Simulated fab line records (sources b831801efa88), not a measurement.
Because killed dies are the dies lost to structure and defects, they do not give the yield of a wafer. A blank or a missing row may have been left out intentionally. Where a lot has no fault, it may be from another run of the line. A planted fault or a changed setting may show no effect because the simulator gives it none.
What tool caused it? | flow sky130 | 21 wafers sampled from 7 lots at 1 step of a route of 708

WHAT THE GAUGES SHOWED, per wafer
SKY_METAL3_OVL_MEAS_14.
lot  | measured     | on         | METAL3_OVL (nm)
L923 | day 38 20:19 | overlay-02 | 2 4 7
L927 | day 40 00:26 | overlay-01 | 14 -1 16
L931 | day 41 05:37 | overlay-02 | 4 -6 3
L933 | day 41 20:34 | overlay-01 | -1 3 -3
L937 | day 42 20:24 | overlay-02 | 3 7 -1
L943 | day 44 11:26 | overlay-01 | 13 10 12
L944 | day 45 01:58 | overlay-02 | -6 -3 -4

EACH LOT AND THE TOOL THAT RAN IT (in order: tool; ch and the chambers of the sampled wafers; start)
The record holds no process step before these readings.

THE ANSWER, worked out from the rows above alone
Rule: usual is defined by the lots themselves. Put in order of their means at a reading, lots are off if they are a third of the lots or fewer, leave a main group of 4 or more, and stand apart from it by a gap of 3 or more times the standard deviation of the main group's means; of several such gaps the widest counts. A main group is skipped when, at the precision printed for the reading in the tables above, its means are all equal. Also off: a lot with no number at a reading for which 4 or more lots have one. Where the step has rows for the other lots, those lots are counted as sound.
None of the lots is off at any reading shown; this tells nothing.

WHAT THE SIMULATOR HAD INSERTED
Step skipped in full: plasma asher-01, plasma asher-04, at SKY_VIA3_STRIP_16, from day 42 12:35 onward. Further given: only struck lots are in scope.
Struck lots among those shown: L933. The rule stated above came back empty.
